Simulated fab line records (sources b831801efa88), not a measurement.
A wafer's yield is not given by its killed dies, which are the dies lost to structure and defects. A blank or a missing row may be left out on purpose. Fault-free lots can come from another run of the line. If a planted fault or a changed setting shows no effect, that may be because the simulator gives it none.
Lot-split experiment | flow gf180mcu | 27 wafers read from 5 lots, route of 602 steps

== SPLIT DETAILS ==
At GF_POLY_GATE_ETCH_13 (etches poly-Si in HBr/Cl2, stops on SiO2, target depth 198.5 nm, time 69.6 s), the setting time s was moved away from the recipe's 69.6 s on 12 of the 27 wafers read, by -55.2% to +50.6%. All remaining wafers had this setting at the recipe value.

Between the split and the reading, the file records no step.

== THE READING ==
oes product au, in a.u., at GF_POLY_GATE_STRIP_14 (strips in O2/N2). A value of 0.504 a.u. with a standard deviation of 0.0049 a.u. is what fault-free wafers of this fab line usually give.

wafer  | tool, chamber at the split | time s as run, s | against the recipe | oes product au, a.u. | against lot-mates on the recipe
L074.1 | rie si-02, 0               | 69.6             | recipe             | 0.500                | -
L074.2 | rie si-02, 3               | 69.6             | recipe             | 0.494                | -
L074.3 | rie si-02, 2               | 31.2             | -55.2%             | 0.527                | +0.026
L074.4 | rie si-02, 1               | 31.2             | -55.2%             | 0.525                | +0.024
L074.5 | rie si-02, 0               | 69.6             | recipe             | 0.509                | -
L074.6 | rie si-02, 3               | 31.2             | -55.2%             | 0.519                | +0.018
L076.1 | rie si-02, 1               | 104.8            | +50.6%             | 0.487                | -0.015
L076.2 | rie si-02, 0               | 69.6             | recipe             | 0.505                | -
L076.3 | rie si-02, 3               | 69.6             | recipe             | 0.501                | -
L076.4 | rie si-02, 2               | 104.8            | +50.6%             | 0.483                | -0.019
L076.5 | rie si-02, 1               | 104.8            | +50.6%             | 0.472                | -0.030
L076.6 | rie si-02, 2               | 69.6             | recipe             | 0.500                | -
L078.1 | rie si-02, 3               | 69.6             | recipe             | 0.501                | -
L078.2 | rie si-02, 2               | 69.6             | recipe             | 0.500                | -
L078.5 | rie si-02, 1               | 69.6             | recipe             | 0.505                | -
L081.1 | rie si-01, 3               | 80.5             | +15.7%             | 0.500                | -0.008
L081.2 | rie si-01, 1               | 80.5             | +15.7%             | 0.498                | -0.010
L081.3 | rie si-01, 2               | 69.6             | recipe             | 0.511                | -
L081.4 | rie si-01, 0               | 80.5             | +15.7%             | 0.489                | -0.019
L081.5 | rie si-01, 2               | 69.6             | recipe             | 0.506                | -
L081.6 | rie si-01, 3               | 69.6             | recipe             | 0.507                | -
L084.1 | rie si-01, 1               | 36.71            | -47.3%             | 0.525                | +0.022
L084.2 | rie si-01, 3               | 36.71            | -47.3%             | 0.520                | +0.017
L084.3 | rie si-01, 0               | 69.6             | recipe             | 0.501                | -
L084.4 | rie si-01, 2               | 36.71            | -47.3%             | 0.525                | +0.022
L084.5 | rie si-01, 2               | 69.6             | recipe             | 0.499                | -
L084.6 | rie si-01, 1               | 69.6             | recipe             | 0.510                | -

FIT RESULTS
A straight line over all 27 wafers: oes product au changes by -0.000415 a.u. for each +1% of time s; r = -0.94; the points scatter about the line by 0.0048 a.u.
The same after taking each lot's own level away (the mean of its wafers on the recipe; 27 wafers): -0.000432 a.u. for each +1%; r = -0.94; scatter 0.0047 a.u.
According to that fit, moving time s by its largest amount changes the reading by 0.024 a.u.
From 0.5010 to 0.5080 a.u.: that is the span of the lots' own levels, equal to 1.4 times the standard deviation above.
Consequently the slope shifts little with the lot-to-lot level, the two slopes agreeing.
Check: for one of the wafers moved furthest among these (-55.2%), held out of the fit, the line's prediction against its lot-mates is +0.0226 a.u. It came out at +0.026 a.u. against them.
Tool readings at the split's step, against how far the setting was moved: oes product au r = -0.91.

== OTHER SPLITS ON THESE WAFERS ==
These wafers also went through other splits before the reading. Each is held against what the fit with the lots' levels taken away leaves over:
other split on the same wafers | wafers away from the commonest value | r with oes product au (lot level and that fit taken away)
GF_STI_OXIDATION_29 ox time s  | 18                                   | +0.23

== THE WHOLE CHAIN: every reading that the file lists as answering this split, in the file's order ==
step                  | what it does                                                                 | reading                                                                                | change (the file's fit)                                                              | r (the file's)
GF_POLY_GATE_ETCH_13  | etches poly-Si in HBr/Cl2, stops on SiO2, target depth 198.5 nm, time 69.6 s | oes product au                                                                         | -0.000827 a.u. for each +1% of the setting                                           | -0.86
GF_POLY_GATE_ETCH_13  | etches poly-Si in HBr/Cl2, stops on SiO2, target depth 198.5 nm, time 69.6 s | POLY_GATE.feature depth nm (the simulator's own value, which no gauge read)            | not straight: 90.31 at the lowest setting, 195.7 at the recipe, 199.8 at the highest | not given
GF_POLY_GATE_ETCH_13  | etches poly-Si in HBr/Cl2, stops on SiO2, target depth 198.5 nm, time 69.6 s | etch.depth nm (the simulator's own value, which no gauge read)                         | +1.92 nm for each +1% of the setting                                                 | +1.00
GF_POLY_GATE_ETCH_13  | etches poly-Si in HBr/Cl2, stops on SiO2, target depth 198.5 nm, time 69.6 s | SiO2_of_DUAL_GATE_OXIDATION_02.thk nm (the simulator's own value, which no gauge read) | not straight: 14.32 at the lowest setting, 14.35 at the recipe, 12.47 at the highest | not given
GF_POLY_GATE_STRIP_14 | strips in O2/N2                                                              | oes product au                                                                         | -0.000432 a.u. for each +1% of the setting                                           | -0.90

== THE FILE'S OWN FIT ==
oes product au changes by -0.000432 a.u. for each +1% of time s, r = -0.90.
